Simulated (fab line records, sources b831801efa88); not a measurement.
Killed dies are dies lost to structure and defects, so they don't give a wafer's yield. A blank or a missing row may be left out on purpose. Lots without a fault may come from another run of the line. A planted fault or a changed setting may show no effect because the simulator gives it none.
Problem report in the 8D (eight disciplines) form, filled by code | flow sky130 | the parts of the form that need people (team, actions taken, sign-off) are left out

1. THE PROBLEM
strip_time_to_endpoint_s at SKY_VIA2_STRIP_16 reads a mean of 3.203 s on 3 wafers of 2 lots; wafers without a fault read 4.050 s with a standard deviation of 0.03. That is -28 standard deviations from the usual mean.
The step: strips in O2/N2.
First seen on wafer L142.1, day 39 23:52, on plasma_asher-01. The record holds 18 wafers of 6 lots with a number at this step. Rule for "out", or "out of limits": more than 4 standard deviations from the usual mean. The other wafers with a number count as sound.

2. WHAT IT IS AND WHAT IT IS NOT
question                    | is                                       | is not
which readings at this step | strip_time_to_endpoint_s, oes_product_au | drypump_motor_current_A
which lots                  | L142, L144                               | L136, L137, L148, L152
which wafers of those lots  | L142.1, L142.6, L144.2                   | L142.2, L144.3, L144.6
read on which tools         | plasma_asher-01, plasma_asher-02         | -
when                        | from day 39 23:52                        | up to then (7 sound wafers); but 8 sound wafers of L144, L148, L152 came after

3. SUSPECTS, AND WHAT RULES EACH OUT
Counting: a tool at a process step up to the reading stays a suspect if it ran every lot that is out. Sound lots after the first of them don't rule it out here, since some wafers of a struck lot are sound.
- rie_diel-04 at SKY_VIA2_ETCH_14 (etches BARC in N2/H2, stops on SiO2, time 45.9 s, target depth 60 nm): kept. It ran every lot that is out, first L142 (day 39 23:46); its last sound lot up to then is L136 (day 37 05:02).
- rie_diel-04 at SKY_VIA2_ETCH_15 (etches SiO2 in C4F8/O2/Ar, stops on TiN, target depth 546 nm, time 84 s): kept. It ran every lot that is out, first L142 (day 39 23:49); its last sound lot up to then is L136 (day 37 05:05).
- Within rie_diel-04 at SKY_VIA2_ETCH_14: the wafers that are out ran in chamber 0; their sound lot-mates ran in chambers 2, 3.
- Within rie_diel-04 at SKY_VIA2_ETCH_15: the wafers that are out ran in chamber 0; their sound lot-mates ran in chambers 2, 3.
Left after counting: rie_diel-04 at SKY_VIA2_ETCH_14, rie_diel-04 at SKY_VIA2_ETCH_15.

4. THE CAUSE (what the simulator had put in)
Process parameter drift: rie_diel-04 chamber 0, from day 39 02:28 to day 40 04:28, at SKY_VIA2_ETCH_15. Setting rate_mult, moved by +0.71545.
Counting left 2 suspects, and this tool is among them.

5. THE CHAIN OF EFFECTS, in route order
Each row: a reading whose mean over the struck wafers that have a number lies more than 3 standard deviations from the usual. Only readings for which the record gives a usual standard deviation are gone through. hours: the time from each lot's start at the first step in this table that gives one to its start at this step, as a median over the lots. sigmas: the change in usual standard deviations.
hours | step              | reading                  | usual      | on struck wafers | change | sigmas
0     | SKY_VIA2_STRIP_16 | oes_product_au           | 0.399 a.u. | 0.361            | -0.038 | -7.6
0     | SKY_VIA2_STRIP_16 | strip_time_to_endpoint_s | 4.050 s    | 3.203            | -0.847 | -28
The process steps in it:
- SKY_VIA2_STRIP_16: strips in O2/N2.

6. WHAT WOULD HAVE CAUGHT IT SOONER
In this record the first reading out of limits was taken at day 39 23:52, 21 hours after the fault began at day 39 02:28.
Of the tool readings at SKY_VIA2_ETCH_15 for which the record gives a usual standard deviation, none was out on any struck wafer, so an alarm limit of 4 standard deviations on them would not have fired.
Of the lots that are out (2), L144 began SKY_VIA2_ETCH_15 on rie_diel-04 after day 39 23:52. A hold on the tool at that time would have spared it.
